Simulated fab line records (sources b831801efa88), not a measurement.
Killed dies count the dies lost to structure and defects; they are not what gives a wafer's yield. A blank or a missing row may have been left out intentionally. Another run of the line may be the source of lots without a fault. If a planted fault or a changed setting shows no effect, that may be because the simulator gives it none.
The same fault as seen by 2 desks || flow gf180mcu || what lay behind the numbers comes last; until then each desk has only its own

## METROLOGY DESK
What the gauges read for every lot (on any tool): the sampled wafers with a number, averaged. A lot is out of limits, marked OUT, if its mean lies more than 4 standard deviations from the usual mean; the brackets give that distance.
Columns: A = M3_ALCU_RS at GF_M3_RS_MEAS_05, usual 0.0706 ohm/sq; B = M3_ALCU_THK at GF_M3_THK_MEAS_06, usual 441 nm
{"lot": "L264", "first seen here": "day 20 11:21", "A": 0.0713, "B": 437}
{"lot": "L266", "first seen here": "day 21 08:58", "A": 0.0708, "B": 439}
{"lot": "L267", "first seen here": "day 21 16:11", "A": 0.0700, "B": 443}
{"lot": "L268", "first seen here": "day 22 00:15", "A": 0.0693, "B": 446}
{"lot": "L272", "first seen here": "day 23 14:22", "A": 0.0704, "B": 440}
{"lot": "L276", "first seen here": "day 25 04:59", "A": 0.0721, "B": 433}
{"lot": "L278", "first seen here": "day 26 05:54", "A": "0.0765 (+6.1) OUT", "B": "410 (-5.4) OUT"}
{"lot": "L282", "first seen here": "day 26 19:34", "A": "0.0751 (+4.7) OUT", "B": "415 (-4.5) OUT"}
{"lot": "L283", "first seen here": "day 27 03:34", "A": 0.0711, "B": 440}
{"lot": "L284", "first seen here": "day 27 19:56", "A": 0.0699, "B": 445}
{"lot": "L286", "first seen here": "day 28 06:10", "A": 0.0706, "B": 440}
Per this desk, out of limits: L278, L282; the first was L278, day 26 05:54 (M3_ALCU_RS at GF_M3_RS_MEAS_05). In limits: L264, L266, L267, L268, L272, L276, L283, L284, L286.

## DESK OF THE TOOL OWNER: pvd sputter-01
The tool's own readings at GF_M3_SPUTTER_02 (material AlCu, target thk 450 nm, time 23.9 s): means of the sampled wafers that have a number, for each lot that ran on this tool. A lot is out of limits, marked OUT, if its mean lies more than 4 standard deviations from the usual mean; the brackets give that distance.
Columns: A = throttle valve pct at GF_M3_SPUTTER_02, usual 30.0 %
{"lot": "L266", "first seen here": "day 21 08:53", "A": 29.7}
{"lot": "L268", "first seen here": "day 22 00:08", "A": 29.7}
{"lot": "L272", "first seen here": "day 23 14:16", "A": 28.5}
{"lot": "L278", "first seen here": "day 26 05:49", "A": 28.9}
{"lot": "L282", "first seen here": "day 26 19:26", "A": 29.0}
This desk's verdict: no lot among the 5 shows anything out of limits.

## ALL TOGETHER
Metrology desk: alarm possible at day 26 05:54 on L278, L282.
The desk of the tool owner found nothing out of limits.
On record at the tool owner's desk: L278, L282, within its limits.
All the named lots went through GF_M3_SPUTTER_02 on pvd sputter-01.

## WHAT WAS PUT IN BY THE SIMULATOR
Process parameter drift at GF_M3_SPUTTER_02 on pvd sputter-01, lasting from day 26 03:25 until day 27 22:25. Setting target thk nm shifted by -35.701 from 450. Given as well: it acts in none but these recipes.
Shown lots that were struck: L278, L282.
Time in hours between the start of the fault and the first out-of-limits reading at each desk: metrology desk, 2.
